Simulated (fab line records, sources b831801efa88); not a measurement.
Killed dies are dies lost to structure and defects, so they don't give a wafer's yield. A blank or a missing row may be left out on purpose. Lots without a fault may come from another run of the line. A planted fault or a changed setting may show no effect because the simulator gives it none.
Chamber matching | flow sky130 | SKY_VIA4_ETCH_12 on rie_diel-04: 4 sister chambers
The step etches SiO2 in C4F8/O2/Ar, stops on TiN, target depth 580 nm. 4 wafers are shown with their chamber, then 9 later ones without.

WAFERS WITH THEIR CHAMBER
wafer  | chamber | oes_product_au (a.u.)
L607.1 | 0       | 0.923
L611.6 | 3       | 0.926
L615.3 | 1       | 0.930
L615.4 | 2       | 0.927

WAFERS WITHOUT THEIR CHAMBER
wafer  | oes_product_au (a.u.)
L617.1 | 0.926
L617.3 | 0.924
L617.6 | 0.934
L620.3 | 0.930
L620.5 | 0.926
L620.6 | 0.921
L621.2 | 0.927
L621.4 | 0.928
L621.5 | 0.932

WHICH CHAMBER EACH WENT THROUGH
wafer  | from the rows above          | in truth
L617.1 | can't be placed: 3 or 2 or 0 | 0
L617.3 | can't be placed: 0 or 3 or 2 | 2
L617.6 | can't be placed: 1 or 2      | 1
L620.3 | can't be placed: 1 or 2      | 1
L620.5 | can't be placed: 3 or 2 or 0 | 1
L620.6 | can't be placed: 0 or 3      | 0
L621.2 | can't be placed: 2 or 3 or 1 | 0
L621.4 | can't be placed: 2 or 1 or 3 | 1
L621.5 | can't be placed: 1 or 2      | 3
Placed correctly: 0 of 9. Can't be placed from these rows: 9 (the true chamber is among the candidates in 6). Placed wrongly: 0.
How it was worked out, from the rows above alone: a wafer's distance from a chamber is the root of the sum, over the readings, of the square of ((its reading less the chamber's mean) divided by the reading's scatter). The wafer belongs to the nearest chamber; if the next one is less than 2 further off, it can't be placed. A chamber's mean is the mean of its shown wafers. The scatter: with one shown wafer a chamber, the root of the mean of the squares of how far each hidden wafer lies from its nearest shown one.
